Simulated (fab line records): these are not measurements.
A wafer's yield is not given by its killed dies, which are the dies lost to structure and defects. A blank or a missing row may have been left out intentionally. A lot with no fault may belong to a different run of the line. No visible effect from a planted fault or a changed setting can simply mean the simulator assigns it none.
Which tool is to blame? :: flow gf180mcu :: 18 wafers from 6 lots sampled at 3 of the route's 602 steps

WHAT EACH GAUGE READ, for each wafer
GF_M5_OVL_MEAS_08.
lot: L735
measured: day 26 18:59
on: overlay-02
M5_OVL (nm): -3 1 -2

lot: L739
measured: day 28 02:29
on: overlay-01
M5_OVL (nm): -2 -6 1

lot: L747
measured: day 30 17:22
on: overlay-01
M5_OVL (nm): 7 -7 -2

lot: L751
measured: day 31 14:35
on: overlay-01
M5_OVL (nm): -2 -4 -5

lot: L753
measured: day 32 01:31
on: overlay-02
M5_OVL (nm): 0 6 0

lot: L756
measured: day 32 18:41
on: overlay-01
M5_OVL (nm): -2 0 -2

WHAT TOOL EACH LOT RAN ON (gives the tool, then ch and the chambers of the sampled wafers, and finally the start)
lot: L735
GF_CONTACT_CVD_24: cvd_w-01 ch 0,1, day 16 14:40
GF_V4_CVD_23: cvd_w-01 ch 0,1, day 24 22:46

lot: L739
GF_CONTACT_CVD_24: cvd_w-02 ch 0,1, day 18 00:19
GF_V4_CVD_23: cvd_w-01 ch 0,1, day 26 07:41

lot: L747
GF_CONTACT_CVD_24: cvd_w-02 ch 0,1, day 21 07:53
GF_V4_CVD_23: cvd_w-01 ch 0, day 29 02:19

lot: L751
GF_CONTACT_CVD_24: cvd_w-02 ch 0,1, day 22 13:07
GF_V4_CVD_23: cvd_w-02 ch 0,1, day 30 01:52

lot: L753
GF_CONTACT_CVD_24: cvd_w-02 ch 0,1, day 23 03:40
GF_V4_CVD_23: cvd_w-02 ch 0,1, day 30 13:34

lot: L756
GF_CONTACT_CVD_24: cvd_w-02 ch 0,1, day 24 03:05
GF_V4_CVD_23: cvd_w-01 ch 0,1, day 31 07:26
- GF_CONTACT_CVD_24: deposits W, target thk 300 nm, time 90.339 s.
- GF_V4_CVD_23: deposits W, target thk 350 nm, time 104.9 s.

THE ANSWER, worked out from the rows above alone
Rule: the usual values come from the lots themselves. Put in order of their means at a reading, lots are off if they are a third of the lots or fewer, leave a main group of 4 or more, and stand apart from it by a gap of 3 or more times the standard deviation of the main group's means; of several such gaps the widest counts. If all means in a main group match to the digits the tables above print for the reading, that group is not used. A lot without any number at a reading at which 4 lots or more have one is off too. The other lots that the step has rows for count as sound.
Across all readings shown, no lot is off: no conclusion can be drawn from this.

WHAT THE SIMULATOR PUT IN
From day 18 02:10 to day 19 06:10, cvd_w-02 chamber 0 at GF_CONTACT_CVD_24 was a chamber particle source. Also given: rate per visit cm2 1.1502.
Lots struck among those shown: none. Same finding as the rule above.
